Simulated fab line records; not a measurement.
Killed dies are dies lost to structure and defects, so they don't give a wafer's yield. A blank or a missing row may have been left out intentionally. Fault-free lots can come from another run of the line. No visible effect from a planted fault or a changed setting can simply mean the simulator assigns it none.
A single fault, viewed from 2 desks | flow gf180mcu | every desk sees just its own numbers, and what lay behind them comes last

== FOR THE TOOL OWNER'S DESK: implanter-03 ==
For each lot that ran on this tool, the mean over its sampled wafers that have a number, from the tool's own readings at GF_LVPWELL_IMPLANT_09. Marked OUT: a lot whose mean sits more than 4 standard deviations from the usual mean, which makes it out of limits; the brackets give that distance.
Columns: A = beam-energy-keV at GF_LVPWELL_IMPLANT_09, usual 60.002
lot  | first seen here | A
L426 | day 4 06:44     | 59.977
L432 | day 5 12:59     | 59.994
L434 | day 5 18:10     | 62.129 (+99 or more) OUT
L436 | day 6 04:19     | 62.119 (+99 or more) OUT
L440 | day 7 03:14     | 62.138 (+99 or more) OUT
This desk's finding: out of limits on L434, L436, L440; first on L434, day 5 18:10 (beam-energy-keV at GF_LVPWELL_IMPLANT_09). L426, L432 stayed within limits.

== AT THE METROLOGY DESK ==
Means of the sampled wafers that have a number, per lot and without regard to the tool the lot ran on: this is what the gauges read. Marked OUT: a lot whose mean sits more than 4 standard deviations from the usual mean, which makes it out of limits; the brackets give that distance.
Columns: A = POLY_GATE_CVD_00_THK at GF_POLY_GATE_THK_MEAS_01, usual 199.9 nm
lot  | first seen here | A
L426 | day 9 00:07     | 199.4
L427 | day 9 03:05     | 201.0
L429 | day 9 18:33     | 200.0
L431 | day 9 23:59     | 201.9
L432 | day 10 12:31    | 199.2
L434 | day 10 20:55    | 202.0
L435 | day 11 05:56    | 200.6
L436 | day 11 06:53    | 199.9
L439 | day 12 07:02    | 197.7
L440 | day 12 09:47    | 203.0
L442 | day 13 05:39    | 199.5
L444 | day 13 17:45    | 199.9
L445 | day 14 03:40    | 197.6
L447 | day 14 10:56    | 199.9
L448 | day 14 18:15    | 203.9
This desk found nothing out of limits on any of the 15 lots.

== ALL TOGETHER ==
The tool owner's desk had the chance to raise an alarm at day 5 18:10 on L434, L436, L440.
At the metrology desk, nothing out of limits was observed.
The metrology desk holds a record of L434, L436, L440, inside its limits.
All the named lots went through GF_LVPWELL_IMPLANT_09 on implanter-03.

== WHAT THE SIMULATOR PUT IN ==
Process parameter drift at GF_LVPWELL_IMPLANT_09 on implanter-03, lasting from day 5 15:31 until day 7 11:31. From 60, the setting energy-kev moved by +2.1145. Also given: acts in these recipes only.
Struck lots among those shown: L434, L436, L440.
Time in hours from fault onset to the first out-of-limits reading at each desk: the tool owner's desk, 3.
